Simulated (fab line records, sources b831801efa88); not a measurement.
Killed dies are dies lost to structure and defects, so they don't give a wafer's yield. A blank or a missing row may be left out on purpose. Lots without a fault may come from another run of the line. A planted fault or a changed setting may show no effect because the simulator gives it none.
Tool commonality check | flow sky130 | 10 lots, 36 wafers sampled

WHY IT WAS OPENED
At SKY_SPACER_THK_MEAS_01 the reading SPACER_CVD_00_THK is flagged on 2 of 10 lots. Wafers without a fault read 42.9 nm, standard deviation 0.45.
Rule: a lot is flagged when every wafer of it that has a number lies more than 4 standard deviations from that mean, or none has a number. The other lots count as sound.

lot  | measured     | on            | SPACER_CVD_00_THK (nm), wafer by wafer | flag
L197 | day 22 22:44 | film_metro-01 | 42.7 42.6 42.5                         |
L199 | day 24 00:07 | film_metro-01 | 42.6 42.8 42.6                         |
L201 | day 24 16:37 | film_metro-03 | 42.6 42.6 42.9                         |
L200 | day 24 17:50 | film_metro-04 | 43.6 43.3 43.3                         |
L204 | day 25 18:59 | film_metro-04 | 43.0 43.0 43.0                         |
L205 | day 25 20:47 | film_metro-01 | 42.5 42.7 42.9                         |
L206 | day 26 02:49 | film_metro-01 | 43.7 43.0 43.1                         |
L208 | day 26 23:19 | film_metro-04 | 43.1 43.1 43.1                         |
L212 | day 28 01:41 | film_metro-01 | 38.7 39.1 39.1 38.8 39.2 39.1          | FLAGGED
L213 | day 28 17:28 | film_metro-04 | 39.5 38.6 39.0 39.5 38.6 39.0          | FLAGGED
The numbers of the flagged lots are 39.0 nm on average: -3.9 nm against the usual, or -9 standard deviations.

WHICH TOOL RAN EACH LOT
The record holds 1 process step before the reading, out of a route of 708 steps. In each cell: the tool, then ch and the chambers that the sampled wafers went through, then the start.
lot  | flag    | SKY_SPACER_CVD_00
L197 |         | lpcvd-02 ch 0, day 22 21:31
L199 |         | lpcvd-02 ch 0, day 23 22:53
L201 |         | lpcvd-02 ch 0, day 24 15:25
L200 |         | lpcvd-02 ch 1, day 24 16:37
L204 |         | lpcvd-02 ch 0, day 25 17:10
L205 |         | lpcvd-02 ch 1, day 25 18:59
L206 |         | lpcvd-02 ch 0, day 26 01:37
L208 |         | lpcvd-02 ch 1, day 26 21:31
L212 | FLAGGED | lpcvd-02 ch 0, day 28 00:28
L213 | FLAGGED | lpcvd-02 ch 0, day 28 16:14
What these steps do:
- SKY_SPACER_CVD_00: deposits Si3N4 from DCS/NH3, target thk 43.1 nm, time 740 s.
- SKY_SPACER_THK_MEAS_01

FLAGGED OVER TOTAL, TOOL BY TOOL (the gauges that took the reading come last)
step                   | tool          | lots run | flagged | share of the flagged lots | sound lots run after its first flagged lot
SKY_SPACER_CVD_00      | lpcvd-02      | 10       | 2       | all                       | 0
SKY_SPACER_THK_MEAS_01 | film_metro-01 | 5        | 1       | some                      | 0
SKY_SPACER_THK_MEAS_01 | film_metro-03 | 1        | 0       | none                      | -
SKY_SPACER_THK_MEAS_01 | film_metro-04 | 4        | 1       | some                      | 0

WHAT THE TABLE ALLOWS
1 row of the table ran every flagged lot: lpcvd-02 at SKY_SPACER_CVD_00.
- lpcvd-02 at SKY_SPACER_CVD_00: 2 of its 10 lots flagged. Its last sound lot is L208 (day 26 21:31), its first flagged lot L212 (day 28 00:28): a fault that began between those two fits. Its own readings lie more than 4 standard deviations out on every wafer of the flagged lots: susceptor_temp_C.
One tool is left: lpcvd-02 at SKY_SPACER_CVD_00.

WHAT THE SIMULATOR HAD PUT IN
Process parameter drift: lpcvd-02, from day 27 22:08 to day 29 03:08, at SKY_SPACER_CVD_00. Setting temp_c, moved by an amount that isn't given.
Lots struck among those shown: L212, L213. The rule above found the same.
